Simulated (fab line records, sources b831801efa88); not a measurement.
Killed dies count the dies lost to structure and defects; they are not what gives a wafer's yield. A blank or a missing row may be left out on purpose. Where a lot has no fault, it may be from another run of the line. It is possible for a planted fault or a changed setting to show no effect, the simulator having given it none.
fab line records -- flow sky130
record: lots: 6, wafers: 18, lastDay: 50
route steps=708 shown FIELD_ISO@4 PAD_OPEN@708
lots with no fault: from the same line, run without faults
startH: start of the lot's first displayed wafer, in hours after the record's first day -- waitH: how many hours have passed since the lot's step before this one -- " same as the row above -- L1.1+2: one row covering several wafers at once -- - no value, or no start given -- * or withheld: withheld -- < > ~ a bound
route shown NAME@n: NAME is a module with steps in the file, n the number in the route of the first one -- usual: mean/standard deviation of fault-free wafers -- same: alike in all rows -- chamber/n: place in a boat -- sites: each site's reading -- _std_site: standard deviation across them -- _edge_site: inner sites' mean taken away from outer sites' mean -- radiusMm: for every site, how far away it sits from the centre of the wafer -- mask NAME#n: copy n -- behind: the most recent tool/chamber to have shaped the wafer -- hold: reason for holding the lot/hours on hold/outcome of the hold -- device: the transistor (n, p or np) that didn't switch -- end of line: at the end of the route, the tests of the same wafers -- step lacking rows: just its recipe -- killed: not the wafer's yield, but the dies lost to structure and defects at the first sort -- map: per-die view of a wafer (x killed, . not killed, _ where there is no die)
set.NAME: the setting the step ran with; set.NAME@STEP: the setting that earlier step ran with -- model.NAME: the simulator's own value behind a step, which no gauge read
lots at some steps of the route; a table a step, a row a wafer
services: the hour from which a tool's chamber was out of use, counted from the record's first day as startH (under 0 if before that day), plus the number of hours and why
== steps ==
step: SKY_FIELD_ISO_CVD_03
recipe: material: Si3N4, precursor: DCS/NH3, targetThkNm: 165, tempC: 770, timeS: 2830, pressureMtorr: 250
step: SKY_FIELD_ISO_THK_MEAS_04
recipe: reads: Si3N4_of_FIELD_ISO_CVD_03
usual: FIELD_ISO_CVD_03_THK: 164.3/1.3
lot.wafer,tool,chamber,startH,waitH,FIELD_ISO_CVD_03_THK[nm]
L381.2,filmMetro-04,-,68.49,0.0,166.0
L381.4,filmMetro-04,-,68.49,0.0,166.4
L381.5,filmMetro-04,-,68.49,0.0,164.5
L382.1,filmMetro-03,-,76.13,0.0,163.1
L382.4,filmMetro-03,-,76.13,0.0,163.3
L382.5,filmMetro-03,-,76.13,0.0,164.8
L383.1,filmMetro-03,-,81.53,0.0,163.2
L383.5,filmMetro-03,-,81.53,0.0,162.8
L383.6,filmMetro-03,-,81.53,0.0,163.7
L385.1,filmMetro-04,-,90.76,0.0,166.4
L385.2,filmMetro-04,-,90.76,0.0,167.4
L385.6,filmMetro-04,-,90.76,0.0,166.4
L389.3,filmMetro-03,-,111.87,0.0,163.0
L389.4,filmMetro-03,-,111.87,0.0,162.0
L389.6,filmMetro-03,-,111.87,0.0,163.4
L393.1,filmMetro-03,-,129.72,0.0,163.1
L393.4,filmMetro-03,-,129.72,0.0,164.6
L393.6,filmMetro-03,-,129.72,0.0,164.8
step: SKY_FIELD_ISO_DEHYDRATE_05
recipe: tempC: 200, timeS: 60
step: SKY_FIELD_ISO_HMDS_06
recipe: primeTimeS: 60, primeTempC: 120
step: SKY_FIELD_ISO_COAT_07
recipe: resist: BARC, tempC: withheld, timeS: withheld, spinRpm: 3000, resistThkNm: 60
step: SKY_FIELD_ISO_COAT_08
recipe: resist: KrF-thick, spinRpm: 3000, resistThkNm: 450
step: SKY_FIELD_ISO_SOFTBAKE_09
recipe: tempC: 100, timeS: 90, resist: KrF-thick
step: SKY_FIELD_ISO_EXPOSE_10
recipe: maskId: FOM, na: 0.68, sourceShape: annular, sigmaInner: 0.4, sigmaOuter: 0.8, targetCdNm: 150, doseMj: 28
step: SKY_FIELD_ISO_PEB_11
recipe: pebTempC: withheld, pebTimeS: withheld, resist: KrF-thick
step: SKY_FIELD_ISO_DEVELOP_12
recipe: developTimeS: 60, resist: KrF-thick, devTempC: 21
step: SKY_FIELD_ISO_CD_MEAS_13
recipe: targetCdNm: 150
usual: cdNm: 150.0/1.4
lot.wafer,tool,chamber,startH,waitH,cdNm
L381.2,cdSem-02,-,84.83,-,149.3
L381.4,cdSem-02,-,84.83,-,149.8
L381.5,cdSem-02,-,84.83,-,149.6
L382.1,cdSem-01,-,93.24,-,150.4
L382.4,cdSem-01,-,93.24,-,150.8
L382.5,cdSem-01,-,93.24,-,150.7
L383.1,cdSem-02,-,98.84,-,148.0
L383.5,cdSem-02,-,98.84,-,147.3
L383.6,cdSem-02,-,98.84,-,147.9
L385.1,cdSem-02,-,107.79,-,150.0
L385.2,cdSem-02,-,107.79,-,149.5
L385.6,cdSem-02,-,107.79,-,148.6
L389.3,cdSem-01,-,130.45,-,151.5
L389.4,cdSem-01,-,130.45,-,149.9
L389.6,cdSem-01,-,130.45,-,150.8
L393.1,cdSem-02,-,147.89,-,149.1
L393.4,cdSem-02,-,147.89,-,149.7
L393.6,cdSem-02,-,147.89,-,149.8
step: SKY_FIELD_ISO_ETCH_14
recipe: chemistry: N2/H2, target: BARC, ionEnergyEv: 200, sourceW: 500, biasW: 100, pressureMtorr: 30, n2FlowSccm: 100, h2FlowSccm: 200, stopOn: SiO2, timeS: 45.9, targetDepthA: 600
usual: biasW: 100.0/0.3, chamberPressureMTorr: 30.004/0.027, drypumpMotorCurrentA: 5.7/0.31, oesProductAu: 0.855/0.0047, throttleValvePct: 13.224/0.0095
same: timeS: 45.9
lot.wafer,tool,chamber,startH,waitH,biasW,chamberPressureMTorr,drypumpMotorCurrentA,oesProductAu,rfHoursCounterH,throttleValvePct
L381.2,rieDiel-01,2,84.93,0.1,100.0,29.999,6.2,0.861,0,13.224
L381.4,rieDiel-01,3,84.93,0.1,99.4,30.006,5.4,0.858,37,13.224
L381.5,rieDiel-01,0,84.93,0.1,99.4,30.011,5.3,0.865,-,13.230
L382.1,rieDiel-01,1,93.36,0.1,100.1,30.017,6.1,0.850,164,13.239
L382.4,rieDiel-01,3,93.36,0.1,100.6,29.982,5.4,0.862,37,13.216
L382.5,rieDiel-01,0,93.36,0.1,99.9,30.018,5.4,0.851,-,13.227
L383.1,rieDiel-04,2,98.96,0.1,99.9,30.017,5.8,0.855,164,13.233
L383.5,rieDiel-04,0,98.96,0.1,100.1,29.981,5.8,0.858,-,13.228
L383.6,rieDiel-04,1,98.96,0.1,99.6,30.007,5.8,0.859,-,13.223
L385.1,rieDiel-04,0,107.91,0.1,99.9,29.943,5.9,0.858,12,13.213
L385.2,rieDiel-04,3,107.91,0.1,100.6,30.026,6.0,0.854,0,13.230
L385.6,rieDiel-04,0,107.91,0.1,99.9,30.055,5.9,0.849,-,13.232
L389.3,rieDiel-01,0,130.53,0.1,100.2,30.086,5.4,0.851,87,13.226
L389.4,rieDiel-01,2,130.53,0.1,99.9,29.949,6.2,0.858,1,13.214
L389.6,rieDiel-01,0,130.53,0.1,100.4,29.962,5.4,0.857,-,13.213
L393.1,rieDiel-03,1,148.01,0.1,98.9,29.992,5.4,0.853,112,13.208
L393.4,rieDiel-03,3,148.01,0.1,100.3,29.988,5.9,0.855,117,13.219
L393.6,rieDiel-03,2,148.01,0.1,100.0,29.979,5.2,0.859,-,13.225
step: SKY_FIELD_ISO_ETCH_15
recipe: chemistry: CHF3/O2, targetDepthNm: 180, stopOn: Si, sourceW: 600, biasW: 200, pressureMtorr: 40, chf3FlowSccm: 50, O2_flow_sccm: 5, timeS: 72
usual: O2_flow_sccm: 4.998/0.017, biasW: 200.0/0.59, drypumpMotorCurrentA: 5.7/0.31, oesProductAu: 0.944/0.0063, throttleValvePct: 8.844/0.0093, timeS: 72/0
lot.wafer,tool,chamber,startH,waitH,O2_flow_sccm,biasW,drypumpMotorCurrentA,oesProductAu,rfHoursCounterH,throttleValvePct,timeS,model.KrF-thick_of_FIELD_ISO_COAT_08.thkNm
L381.2,rieDiel-01,2,84.98,0.0,-,-,-,-,-,-,-,391.4
L381.4,rieDiel-01,3,84.98,0.0,-,-,-,-,-,-,-,391.8
L381.5,rieDiel-01,0,84.98,0.0,-,-,-,-,-,-,-,392.8
L382.1,rieDiel-01,1,93.40,0.0,-,-,-,-,-,-,-,393.3
L382.4,rieDiel-01,3,93.40,0.0,-,-,-,-,-,-,-,392.2
L382.5,rieDiel-01,0,93.40,0.0,-,-,-,-,-,-,-,392.4
L383.1,rieDiel-04,2,99.00,0.0,5.014,199.4,5.7,0.935,164,8.847,72,238.8
L383.5,rieDiel-04,0,99.00,0.0,4.996,199.7,5.9,0.945,-,8.828,72,235.6
L383.6,rieDiel-04,1,99.00,0.0,5.001,200.6,5.8,0.936,-,8.844,72,240.1
L385.1,rieDiel-04,0,107.95,0.0,5.025,199.1,5.9,0.948,12,8.840,72,239
L385.2,rieDiel-04,3,107.95,0.0,4.987,200.5,6.0,0.957,0,8.848,72,237.3
L385.6,rieDiel-04,0,107.95,0.0,4.998,200.3,5.9,0.948,-,8.845,72,239
L389.3,rieDiel-01,0,130.58,0.0,4.966,199.4,5.4,0.942,87,8.841,72,239.6
L389.4,rieDiel-01,2,130.58,0.0,5.012,199.7,6.2,0.934,1,8.849,72,234.6
L389.6,rieDiel-01,0,130.58,0.0,4.969,200.3,5.4,0.949,-,8.849,72,241.8
L393.1,rieDiel-03,1,148.05,0.0,4.989,200.4,5.3,0.943,112,8.852,72,242.1
L393.4,rieDiel-03,3,148.05,0.0,4.992,199.7,5.9,0.936,117,8.847,72,238.7
L393.6,rieDiel-03,2,148.05,0.0,4.960,200.2,5.2,0.945,-,8.849,72,239.1
step: SKY_FIELD_ISO_STRIP_16
recipe: chemistry: O2/N2, powerW: 1400, pressureMtorr: 1500, platenTempC: withheld, o2FlowSccm: 3000, n2FlowSccm: 300, overashFraction: 0.5
usual: drypumpMotorCurrentA: 5.71/0.27, oesProductAu: 0.379/0.0049, stripTimeToEndpointS: 3.56/0.035
lot.wafer,tool,chamber,startH,waitH,drypumpMotorCurrentA,oesProductAu,rfHoursCounterH,stripTimeToEndpointS
L381.2,plasmaAsher-04,1,85.03,0.0,5.97,0.438,41,5.17
L381.4,plasmaAsher-04,0,85.03,0.0,5.26,0.445,-,5.19
L381.5,plasmaAsher-04,1,85.03,0.0,5.98,0.444,-,5.20
L382.1,plasmaAsher-04,1,93.45,0.0,5.98,0.443,42,5.18
L382.4,plasmaAsher-04,0,93.45,0.0,5.27,0.445,-,5.18
L382.5,plasmaAsher-04,1,93.45,0.0,6.00,0.444,-,5.20
L383.1,plasmaAsher-04,1,99.05,0.0,6.00,0.375,42,3.58
L383.5,plasmaAsher-04,0,99.05,0.0,5.25,0.370,-,3.54
L383.6,plasmaAsher-04,1,99.05,0.0,5.99,0.377,-,3.59
L385.1,plasmaAsher-03,0,108.00,0.0,5.53,0.380,30,3.58
L385.2,plasmaAsher-03,1,108.00,0.0,5.98,0.382,30,3.56
L385.6,plasmaAsher-03,0,108.00,0.0,5.53,0.375,-,3.59
L389.3,plasmaAsher-03,1,130.67,0.1,5.93,0.380,-,3.58
L389.4,plasmaAsher-03,0,130.67,0.1,5.53,0.382,-,3.54
L389.6,plasmaAsher-03,0,130.67,0.1,5.52,0.385,-,3.61
L393.1,plasmaAsher-04,0,148.11,0.0,5.27,0.377,48,3.61
L393.4,plasmaAsher-04,0,148.11,0.0,5.25,0.384,-,3.56
L393.6,plasmaAsher-04,0,148.11,0.0,5.26,0.385,-,3.59
step: SKY_FIELD_ISO_ETCH_17
recipe: targetDepthA: 3420, maskMaterial: Si3N4, chemistry: HBr/Cl2/O2, target: Si, taperDeg: 5, icpW: 600, biasW: 150, pressureMtorr: 15, HBr_flow_sccm: 150, Cl2_flow_sccm: 40, O2_flow_sccm: 6, timeS: 97.7
usual: HBr_flow_sccm: 150.0/0.48, O2_flow_sccm: 6.001/0.017, drypumpMotorCurrentA: 5.6/0.52, oesProductAu: 0.999/0.0092, throttleValvePct: 25.658/0.011
same: timeS: 97.7
lot.wafer,tool,chamber,startH,waitH,HBr_flow_sccm,O2_flow_sccm,drypumpMotorCurrentA,oesProductAu,rfHoursCounterH,throttleValvePct
L381.2,rieSi-02,2,85.13,0.1,149.9,6.005,6.1,0.994,78,25.643
L381.4,rieSi-02,0,85.13,0.1,149.4,5.984,5.9,1.019,-,25.642
L381.5,rieSi-02,3,85.13,0.1,149.5,5.997,5.8,0.995,-,25.669
L382.1,rieSi-02,1,93.55,0.1,150.9,5.987,5.1,1.000,59,25.670
L382.4,rieSi-02,3,93.55,0.1,149.6,6.056,5.9,0.991,3,25.668
L382.5,rieSi-02,0,93.55,0.1,149.8,5.980,5.9,1.002,-,25.642
L383.1,rieSi-01,1,99.15,0.1,149.7,6.011,5.4,0.998,116,25.679
L383.5,rieSi-01,1,99.15,0.1,149.5,5.975,5.4,0.992,-,25.658
L383.6,rieSi-01,0,99.15,0.1,150.3,6.004,5.1,1.006,-,25.652
L385.1,rieSi-01,1,108.10,0.1,149.8,6.014,5.3,1.005,116,25.658
L385.2,rieSi-01,3,108.10,0.1,150.6,6.001,4.9,0.999,89,25.647
L385.6,rieSi-01,0,108.10,0.1,149.5,5.973,5.1,1.000,-,25.652
L389.3,rieSi-01,1,130.73,0.0,149.4,6.035,5.3,0.990,116,25.679
L389.4,rieSi-01,2,130.73,0.0,149.9,5.992,6.4,1.001,32,25.654
L389.6,rieSi-01,0,130.73,0.0,149.2,6.011,5.1,1.011,-,25.645
L393.1,rieSi-01,3,148.21,0.1,150.6,6.006,4.9,0.988,89,25.654
L393.4,rieSi-01,2,148.21,0.1,149.5,5.985,6.4,1.009,32,25.667
L393.6,rieSi-01,3,148.21,0.1,150.4,5.985,4.9,0.987,-,25.675
step: SKY_PAD_OPEN_PROBE_99
usual: killed_at_M0_to_M3: 42/6.6, killed_at_M4_up: 3.1/1.9, killedAtContacts: 25/5.7, killedAtFrontEnd: 16/5, killedAtOther: 0.2/0.38, killedDies: 86/9.6, killedOnRim: 16/4, killedOpen: 47/7.2, killedShort: 39/6.2
same: grossDies: 492, killedAtBackSide: 0
lot.wafer,tool,chamber,startH,waitH,killed_at_M0_to_M3,killed_at_M4_up,killedAtContacts,killedAtFrontEnd,killedAtOther,killedDies,killedOnRim,killedOpen,killedShort
L381.2,prober-02,-,1147.73,0.1,38,2,42,410,0,492,96,48,43
L381.4,prober-02,-,1147.83,0.2,33,1,21,437,0,492,96,44,30
L381.5,prober-02,-,1147.88,0.2,52,2,26,412,0,492,96,55,39
L382.1,prober-01,-,1149.13,0.1,43,5,20,424,0,492,96,51,29
L382.4,prober-01,-,1149.28,0.2,40,1,23,428,0,492,96,49,31
L382.5,prober-01,-,1149.33,0.2,62,6,27,397,0,492,96,61,53
L383.1,prober-02,-,1152.69,0.1,40,3,32,9,0,84,13,52,32
L383.5,prober-02,-,1152.89,0.2,43,3,32,12,1,91,16,44,47
L383.6,prober-02,-,1152.94,0.2,45,3,28,26,0,102,16,60,42
L389.3,prober-02,-,1189.86,0.2,51,1,24,24,0,100,17,65,35
L389.4,prober-02,-,1189.91,0.2,39,3,24,10,1,77,15,45,32
L389.6,prober-02,-,1190.01,0.2,44,8,14,16,0,82,17,45,37
killed by level:class
L381.2 FIELD_ISO:areaEtch=401 CONTACT:geometricParticle:open=12 CONTACT:geometricParticle:short=9 LI_CONTACT:geometricParticle:open=8 VIA1:geometricParticle:open=8 METAL1:geometricParticle:short=7 LI_CONTACT:geometricParticle:short=6 VIA2:geometricParticle:open=6
L381.4 FIELD_ISO:areaEtch=418 FIELD_ISO:geometricParticle:open=9 CONTACT:geometricParticle:open=9 LI_CONTACT:geometricParticle:open=6 METAL2:geometricParticle:short=6 VIA1:geometricParticle:short=6 VIA3:geometricParticle:open=5 VIA2:geometricParticle:open=5
L381.5 FIELD_ISO:areaEtch=398 CONTACT:geometricParticle:open=10 VIA1:geometricParticle:open=10 VIA2:geometricParticle:open=8 LI_CONTACT:geometricParticle:open=7 VIA3:geometricParticle:open=7 CONTACT:geometricParticle:short=5 METAL1:geometricParticle:short=5
L382.1 FIELD_ISO:areaEtch=412 VIA1:geometricParticle:open=11 CONTACT:geometricParticle:open=8 VIA2:geometricParticle:open=8 LI_CONTACT:geometricParticle:open=6 VIA3:geometricParticle:open=6 METAL1:geometricParticle:short=5 FIELD_ISO:geometricParticle:open=4
L382.4 FIELD_ISO:areaEtch=412 LI_CONTACT:geometricParticle:open=10 VIA1:geometricParticle:open=9 FIELD_ISO:geometricParticle:open=5 CONTACT:geometricParticle:open=5 VIA2:geometricParticle:open=5 METAL2:geometricParticle:short=5 POLY_GATE:geometricParticle:open=4
L382.5 FIELD_ISO:areaEtch=378 VIA1:geometricParticle:open=14 VIA3:geometricParticle:open=13 CONTACT:geometricParticle:open=10 CONTACT:geometricParticle:short=7 METAL2:geometricParticle:short=6 LI_CONTACT:geometricParticle:open=6 VIA3:geometricParticle:short=6
L383.1 CONTACT:geometricParticle:open=18 VIA1:geometricParticle:open=16 LI_CONTACT:geometricParticle:open=5 METAL2:geometricParticle:short=4 VIA3:geometricParticle:short=4 VIA1:geometricParticle:short=3 CONTACT:geometricParticle:short=3 METAL1:geometricParticle:short=3
L383.5 VIA1:geometricParticle:open=11 CONTACT:geometricParticle:short=11 LOCAL_INTERCONNECT:geometricParticle:short=8 VIA2:geometricParticle:open=7 LI_CONTACT:geometricParticle:open=6 FIELD_ISO:geometricParticle:open=5 CONTACT:geometricParticle:open=5 METAL2:geometricParticle:short=5
L383.6 VIA1:geometricParticle:open=14 LI_CONTACT:geometricParticle:open=11 CONTACT:geometricParticle:open=10 FIELD_ISO:geometricParticle:short=8 POLY_GATE:geometricParticle:short=7 FIELD_ISO:geometricParticle:open=6 VIA1:geometricParticle:short=6 VIA2:geometricParticle:open=6
L389.3 VIA1:geometricParticle:open=14 VIA2:geometricParticle:open=11 LI_CONTACT:geometricParticle:open=10 CONTACT:geometricParticle:open=8 VIA1:geometricParticle:short=6 POLY_GATE:geometricParticle:open=5 FIELD_ISO:geometricParticle:open=4 POLY_GATE:geometricParticle:short=4
L389.4 CONTACT:geometricParticle:open=14 METAL1:geometricParticle:short=9 VIA1:geometricParticle:open=6 VIA3:geometricParticle:open=5 LI_CONTACT:geometricParticle:open=4 METAL2:geometricParticle:short=4 POLY_GATE:geometricParticle:open=3 VIA3:geometricParticle:short=3
L389.6 VIA2:geometricParticle:open=13 VIA3:geometricParticle:open=12 METAL4:geometricParticle:short=8 FIELD_ISO:geometricParticle:short=7 VIA1:geometricParticle:open=7 FIELD_ISO:geometricParticle:open=5 LOCAL_INTERCONNECT:geometricParticle:short=4 CONTACT:geometricParticle:open=4
map L381.2 (x killed, . not)
__________xxxxxxxxxx_________
________xxxxxxxxxxxxxx_______
______xxxxxxxxxxxxxxxxxx_____
_____xxxxxxxxxxxxxxxxxxxx____
____xxxxxxxxxxxxxxxxxxxxxx___
___xxxxxxxxxxxxxxxxxxxxxxxx__
__xxxxxxxxxxxxxxxxxxxxxxxxxx_
_xxxxxxxxxxxxxxxxxxxxxxxxxxxx
_xxxxxxxxxxxxxxxxxxxxxxxxxxxx
_xxxxxxxxxxxxxxxxxxxxxxxxxxxx
_xxxxxxxxxxxxxxxxxxxxxxxxxxxx
_xxxxxxxxxxxxxxxxxxxxxxxxxxxx
_xxxxxxxxxxxxxxxxxxxxxxxxxxxx
_xxxxxxxxxxxxxxxxxxxxxxxxxxxx
_xxxxxxxxxxxxxxxxxxxxxxxxxxxx
__xxxxxxxxxxxxxxxxxxxxxxxxxx_
___xxxxxxxxxxxxxxxxxxxxxxxx__
____xxxxxxxxxxxxxxxxxxxxxx___
_____xxxxxxxxxxxxxxxxxxxx____
______xxxxxxxxxxxxxxxxxx_____
________xxxxxxxxxxxxxx_______
__________xxxxxxxxxx_________
map L382.1 (x killed, . not)
__________xxxxxxxxxx_________
________xxxxxxxxxxxxxx_______
______xxxxxxxxxxxxxxxxxx_____
_____xxxxxxxxxxxxxxxxxxxx____
____xxxxxxxxxxxxxxxxxxxxxx___
___xxxxxxxxxxxxxxxxxxxxxxxx__
__xxxxxxxxxxxxxxxxxxxxxxxxxx_
_xxxxxxxxxxxxxxxxxxxxxxxxxxxx
_xxxxxxxxxxxxxxxxxxxxxxxxxxxx
_xxxxxxxxxxxxxxxxxxxxxxxxxxxx
_xxxxxxxxxxxxxxxxxxxxxxxxxxxx
_xxxxxxxxxxxxxxxxxxxxxxxxxxxx
_xxxxxxxxxxxxxxxxxxxxxxxxxxxx
_xxxxxxxxxxxxxxxxxxxxxxxxxxxx
_xxxxxxxxxxxxxxxxxxxxxxxxxxxx
__xxxxxxxxxxxxxxxxxxxxxxxxxx_
___xxxxxxxxxxxxxxxxxxxxxxxx__
____xxxxxxxxxxxxxxxxxxxxxx___
_____xxxxxxxxxxxxxxxxxxxx____
______xxxxxxxxxxxxxxxxxx_____
________xxxxxxxxxxxxxx_______
__________xxxxxxxxxx_________
== services ==
tool,chamber,startH,hours,kind
rieSi-01,-,65.28,0.3,repair
rieDiel-04,3,72.95,-,clean
rieDiel-04,3,72.95,18.0,scheduledDown
rieDiel-04,3,72.95,18.0,ventCycle
rieSi-02,1,78.41,7.1,repair
rieDiel-03,1,88.30,16.4,repair
plasmaAsher-04,-,93.76,3.0,repair
rieDiel-01,1,106.99,-,clean
rieDiel-01,1,106.99,20.2,scheduledDown
rieDiel-01,1,106.99,20.2,ventCycle
rieDiel-04,2,107.16,-,clean
rieDiel-04,2,107.16,16.6,scheduledDown
rieDiel-04,2,107.16,16.6,ventCycle
rieDiel-03,1,137.25,5.7,repair
plasmaAsher-04,-,145.26,1.1,repair
== key ==
firstSign: step: SKY_FIELD_ISO_ETCH_15, reading: toolRecord, direction: missing
effect: step: SKY_FIELD_ISO_STRIP_16, reading: stripTimeToEndpointS, direction: up, sigmas: 47, usual: *, struck: *
effect: step: SKY_PAD_OPEN_PROBE_99, reading: killedAtFrontEnd, direction: up, sigmas: 80, usual: 16, struck: 418
modelEffect: step: SKY_FIELD_ISO_ETCH_15, value: KrF-thick_of_FIELD_ISO_COAT_08.thkNm, without: 235.6, struck: 392.3
moreKillsBornAt: SKY_FIELD_ISO_ETCH_15@rieDiel-01: 2419
metAt SKY_FIELD_ISO_ETCH_15
struckWafers L381.2,L381.4,L381.5,L382.1,L382.4,L382.5
laterRowsLeftOut L381.2,L381.4,L381.5,L382.1,L382.4,L382.5
testerLeftOut L381,L382
fault: kind: skippedStepWhole, tool: rieDiel-01, chamber: -, onsetH: 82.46, steps: SKY_FIELD_ISO_ETCH_15, scope: struckLotsOnly
testerLeftOut: of these lots the tester's yield and bins aren't shown, on N5 and GAA mostly nor the transistor test; their killed dies are dies lost to structure and defects alone, not to doping, threshold or leakage, so they don't give the yield
laterRowsLeftOut: the simulator's readings of these wafers behind a module that went badly wrong aren't trusted and aren't shown, but for the sort
